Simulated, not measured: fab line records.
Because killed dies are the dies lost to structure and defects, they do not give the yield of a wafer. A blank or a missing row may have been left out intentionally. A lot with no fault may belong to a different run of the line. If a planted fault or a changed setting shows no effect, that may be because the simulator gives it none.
Which of the tools did it? / flow sky130 / 42 wafers from 14 lots sampled at 5 of the route's 708 steps

WHAT EACH GAUGE READ, for each wafer
SKY_PWDE_OVL_MEAS_07. Usual: for PWDE_OVL the level is 0.0 nm and the standard deviation is 1.6.
lot=L338; measured=day 3 21:10; on=overlay-01; PWDE_OVL (nm)=-1.2 -0.6 -1.9; flag=
lot=L339; measured=day 4 03:27; on=overlay-02; PWDE_OVL (nm)=1.7 1.3 1.3; flag=
lot=L340; measured=day 4 05:52; on=overlay-01; PWDE_OVL (nm)=-1.9 0.1 -1.4; flag=
lot=L344; measured=day 5 15:19; on=overlay-02; PWDE_OVL (nm)=1.5 1.4 0.7; flag=
lot=L346; measured=day 5 19:15; on=overlay-02; PWDE_OVL (nm)=-2.5 -3.2 -2.9; flag=
lot=L347; measured=day 5 23:40; on=overlay-01; PWDE_OVL (nm)=0.6 0.7 0.5; flag=
lot=L349; measured=day 6 13:43; on=overlay-01; PWDE_OVL (nm)=-1.3 1.0 -0.9; flag=
lot=L350; measured=day 6 18:21; on=overlay-02; PWDE_OVL (nm)=0.4 -0.4 0.5; flag=
lot=L351; measured=day 7 00:36; on=overlay-02; PWDE_OVL (nm)=1.1 1.5 1.0; flag=
lot=L354; measured=day 7 10:54; on=overlay-01; PWDE_OVL (nm)=1.9 1.5 1.8; flag=
lot=L355; measured=day 7 22:34; on=overlay-02; PWDE_OVL (nm)=-1.6 -2.3 -1.7; flag=
lot=L359; measured=day 8 21:21; on=overlay-02; PWDE_OVL (nm)=-0.4 0.4 -1.1; flag=
lot=L360; measured=day 9 04:07; on=overlay-01; PWDE_OVL (nm)=-2.6 -3.7 -4.3; flag=
lot=L361; measured=day 9 11:01; on=overlay-01; PWDE_OVL (nm)=-0.1 0.1 -0.3; flag=

SKY_VT_ADJUST_NCORE_OVL_MEAS_08. Usual: for VT_ADJUST_NCORE_OVL the level is 0.0 nm and the standard deviation is 1.4.
lot=L338; measured=day 8 10:59; on=overlay-01; VT_ADJUST_NCORE_OVL (nm)=-0.5 -1.9 0.2; flag=
lot=L339; measured=day 8 22:26; on=overlay-01; VT_ADJUST_NCORE_OVL (nm)=-1.3 -1.8 -2.0; flag=
lot=L340; measured=day 8 23:46; on=overlay-01; VT_ADJUST_NCORE_OVL (nm)=-1.6 -2.1 -2.0; flag=
lot=L344; measured=day 10 19:53; on=overlay-01; VT_ADJUST_NCORE_OVL (nm)=-0.6 -1.0 -2.1; flag=
lot=L346; measured=day 10 23:46; on=overlay-01; VT_ADJUST_NCORE_OVL (nm)=-0.4 1.0 -0.1; flag=
lot=L347; measured=day 11 04:41; on=overlay-01; VT_ADJUST_NCORE_OVL (nm)=0.2 0.8 0.0; flag=
lot=L349; measured=day 11 22:47; on=overlay-02; VT_ADJUST_NCORE_OVL (nm)=-2.4 -0.3 -2.9; flag=
lot=L350; measured=day 12 06:50; on=overlay-02; VT_ADJUST_NCORE_OVL (nm)=3.1 1.6 1.8; flag=
lot=L351; measured=day 12 15:16; on=overlay-01; VT_ADJUST_NCORE_OVL (nm)=2.0 3.0 1.1; flag=
lot=L354; measured=day 13 01:19; on=overlay-01; VT_ADJUST_NCORE_OVL (nm)=-0.9 0.1 0.9; flag=
lot=L355; measured=day 13 17:05; on=overlay-02; VT_ADJUST_NCORE_OVL (nm)=0.5 1.7 2.9; flag=
lot=L359; measured=day 14 22:43; on=overlay-01; VT_ADJUST_NCORE_OVL (nm)=-1.3 -1.6 -0.7; flag=
lot=L360; measured=day 15 06:14; on=overlay-02; VT_ADJUST_NCORE_OVL (nm)=-1.9 -0.4 -0.7; flag=
lot=L361; measured=day 15 14:53; on=overlay-01; VT_ADJUST_NCORE_OVL (nm)=0.1 0.7 0.1; flag=

SKY_LDD_LDN_TW_MEAS_13. Usual: for LDD_LDN_TW the level is 1483 and the standard deviation is 7.5.
lot=L338; measured=day 22 13:27; on=film-metro-04; LDD_LDN_TW=1487 1487 1496; flag=
lot=L339; measured=day 23 02:50; on=film-metro-03; LDD_LDN_TW=1483 1491 1484; flag=
lot=L340; measured=day 23 14:50; on=film-metro-02; LDD_LDN_TW=1487 1489 1487; flag=
lot=L344; measured=day 25 16:59; on=film-metro-02; LDD_LDN_TW=1476 1483 1478; flag=
lot=L346; measured=day 25 21:11; on=film-metro-03; LDD_LDN_TW=1465 1464 1467; flag=
lot=L347; measured=day 26 07:08; on=film-metro-02; LDD_LDN_TW=1487 1492 1493; flag=
lot=L349; measured=day 27 18:24; on=film-metro-03; LDD_LDN_TW=1483 1478 1477; flag=
lot=L350; measured=day 27 20:32; on=film-metro-03; LDD_LDN_TW=1487 1495 1491; flag=
lot=L351; measured=day 28 00:20; on=film-metro-02; LDD_LDN_TW=1478 1487 1480; flag=
lot=L354; measured=day 28 10:47; on=film-metro-03; LDD_LDN_TW=1358 1348 1361; flag=OFF
lot=L355; measured=day 29 03:30; on=film-metro-03; LDD_LDN_TW=1367 1365 1366; flag=OFF
lot=L359; measured=day 30 10:32; on=film-metro-04; LDD_LDN_TW=1496 1490 1482; flag=
lot=L360; measured=day 30 16:48; on=film-metro-03; LDD_LDN_TW=1477 1480 1484; flag=
lot=L361; measured=day 30 22:02; on=film-metro-04; LDD_LDN_TW=1486 1486 1483; flag=

SKY_SD_N_RS_MEAS_18: measurement is done with a four-point probe. Usual: for RES_XHIGH_RS the level is 332.2 ohm/sq and the standard deviation is 1.1.
lot=L338; measured=day 27 17:19; on=film-metro-03; RES_XHIGH_RS (ohm/sq)=330.8 331.2 331.7; flag=
lot=L339; measured=day 28 02:26; on=film-metro-03; RES_XHIGH_RS (ohm/sq)=332.1 331.2 332.7; flag=
lot=L340; measured=day 28 14:50; on=film-metro-01; RES_XHIGH_RS (ohm/sq)=332.4 333.1 332.0; flag=
lot=L344; measured=day 30 14:28; on=film-metro-01; RES_XHIGH_RS (ohm/sq)=332.4 333.1 331.6; flag=
lot=L346; measured=day 30 17:14; on=film-metro-04; RES_XHIGH_RS (ohm/sq)=331.1 331.6 330.9; flag=
lot=L347; measured=day 31 04:00; on=film-metro-03; RES_XHIGH_RS (ohm/sq)=329.5 330.3 330.1; flag=
lot=L349; measured=day 32 13:12; on=film-metro-01; RES_XHIGH_RS (ohm/sq)=332.1 331.5 332.1; flag=
lot=L350; measured=day 32 15:50; on=film-metro-03; RES_XHIGH_RS (ohm/sq)=329.8 329.7 330.6; flag=
lot=L351; measured=day 32 18:08; on=film-metro-01; RES_XHIGH_RS (ohm/sq)=333.8 332.6 332.5; flag=
lot=L359; measured=day 35 01:53; on=film-metro-03; RES_XHIGH_RS (ohm/sq)=333.5 331.7 332.8; flag=
lot=L360; measured=day 35 09:06; on=film-metro-01; RES_XHIGH_RS (ohm/sq)=333.3 333.0 332.3; flag=
lot=L361; measured=day 35 12:01; on=film-metro-01; RES_XHIGH_RS (ohm/sq)=331.8 331.8 331.4; flag=

EACH LOT AND THE TOOL THAT RAN IT (in order: tool; ch and the chambers of the sampled wafers; start)
lot=L338; SKY_LDD_LDN_IMPLANT_08=implanter-04 ch 0, day 22 12:46
lot=L339; SKY_LDD_LDN_IMPLANT_08=implanter-03 ch 0, day 23 02:08
lot=L340; SKY_LDD_LDN_IMPLANT_08=implanter-03 ch 0, day 23 14:08
lot=L344; SKY_LDD_LDN_IMPLANT_08=implanter-03 ch 0, day 25 16:19
lot=L346; SKY_LDD_LDN_IMPLANT_08=implanter-04 ch 0, day 25 20:29
lot=L347; SKY_LDD_LDN_IMPLANT_08=implanter-03 ch 0, day 26 06:28
lot=L349; SKY_LDD_LDN_IMPLANT_08=implanter-04 ch 0, day 27 17:43
lot=L350; SKY_LDD_LDN_IMPLANT_08=implanter-03 ch 0, day 27 19:50
lot=L351; SKY_LDD_LDN_IMPLANT_08=implanter-04 ch 0, day 27 23:38
lot=L354; SKY_LDD_LDN_IMPLANT_08=implanter-03, day 28 10:05
lot=L355; SKY_LDD_LDN_IMPLANT_08=implanter-01, day 29 02:49
lot=L359; SKY_LDD_LDN_IMPLANT_08=implanter-01 ch 0, day 30 09:50
lot=L360; SKY_LDD_LDN_IMPLANT_08=implanter-03 ch 0, day 30 16:07
lot=L361; SKY_LDD_LDN_IMPLANT_08=implanter-01 ch 0, day 30 21:22
- SKY_LDD_LDN_IMPLANT_08

AS READ BY THE TOOLS THEMSELVES (means over the sampled wafers that have a number; for cases with no such wafer, the mark the record gives instead)
SKY_LDD_LDN_IMPLANT_08. Usual: beam-energy-keV 15.001, standard deviation 0.0042; beam-on-s 10.01 s, standard deviation 0.19; dose-ions-cm2 1.2501e+13, standard deviation 1.3e+10; rotation-deg 22.997 degrees, standard deviation 0.02.
lot=L338; tool=implanter-04; beam-energy-keV=15.000; beam-on-s (s)=9.98; dose-ions-cm2=1.2495e+13; rotation-deg (degrees)=22.962; flag=
lot=L339; tool=implanter-03; beam-energy-keV=15.003; beam-on-s (s)=10.07; dose-ions-cm2=1.2509e+13; rotation-deg (degrees)=22.999; flag=
lot=L340; tool=implanter-03; beam-energy-keV=14.996; beam-on-s (s)=10.07; dose-ions-cm2=1.2491e+13; rotation-deg (degrees)=22.987; flag=
lot=L344; tool=implanter-03; beam-energy-keV=15.004; beam-on-s (s)=10.01; dose-ions-cm2=1.2498e+13; rotation-deg (degrees)=22.987; flag=
lot=L346; tool=implanter-04; beam-energy-keV=15.001; beam-on-s (s)=10.04; dose-ions-cm2=1.2511e+13; rotation-deg (degrees)=23.019; flag=
lot=L347; tool=implanter-03; beam-energy-keV=15.000; beam-on-s (s)=9.91; dose-ions-cm2=1.2503e+13; rotation-deg (degrees)=22.997; flag=
lot=L349; tool=implanter-04; beam-energy-keV=15.006; beam-on-s (s)=10.10; dose-ions-cm2=1.2506e+13; rotation-deg (degrees)=22.973; flag=
lot=L350; tool=implanter-03; beam-energy-keV=15.006; beam-on-s (s)=10.00; dose-ions-cm2=1.2512e+13; rotation-deg (degrees)=23.031; flag=
lot=L351; tool=implanter-04; beam-energy-keV=14.999; beam-on-s (s)=9.97; dose-ions-cm2=1.2498e+13; rotation-deg (degrees)=23.008; flag=
lot=L354; tool=implanter-03; beam-energy-keV=-; beam-on-s (s)=-; dose-ions-cm2=-; rotation-deg (degrees)=-; flag=OFF
lot=L355; tool=implanter-01; beam-energy-keV=-; beam-on-s (s)=-; dose-ions-cm2=-; rotation-deg (degrees)=-; flag=OFF
lot=L359; tool=implanter-01; beam-energy-keV=14.997; beam-on-s (s)=10.05; dose-ions-cm2=1.2489e+13; rotation-deg (degrees)=23.009; flag=
lot=L360; tool=implanter-03; beam-energy-keV=14.997; beam-on-s (s)=9.94; dose-ions-cm2=1.2504e+13; rotation-deg (degrees)=23.004; flag=
lot=L361; tool=implanter-01; beam-energy-keV=15.001; beam-on-s (s)=9.99; dose-ions-cm2=1.2528e+13; rotation-deg (degrees)=23.004; flag=

THE ANSWER, worked out from the rows above alone
Rule: a lot counts as off when the mean over its wafers that have a number is more than 3 standard deviations away from the usual mean. A lot without any number at a reading at which 4 lots or more have one is off too. Any other lot the step has rows for is counted as sound. The gauges are gone through in route order, then the tools' own readings, and for those a lot's mean is taken as printed above. At the first step where some lot is off, the reading lying furthest off is the one used; lots without a number count as furthest.
Off: L354, L355, at SKY_LDD_LDN_TW_MEAS_13 (LDD_LDN_TW).
A tool fits if, at a process step before that reading, it ran every lot that is off, and no sound lot after the first of them. The gauges at SKY_LDD_LDN_TW_MEAS_13 aren't tried: what is off there is off at SKY_LDD_LDN_IMPLANT_08 too, on other tools, and a gauge's error can't cause that. No candidate that was tried fits.

WHAT HAD BEEN PUT IN BY THE SIMULATOR
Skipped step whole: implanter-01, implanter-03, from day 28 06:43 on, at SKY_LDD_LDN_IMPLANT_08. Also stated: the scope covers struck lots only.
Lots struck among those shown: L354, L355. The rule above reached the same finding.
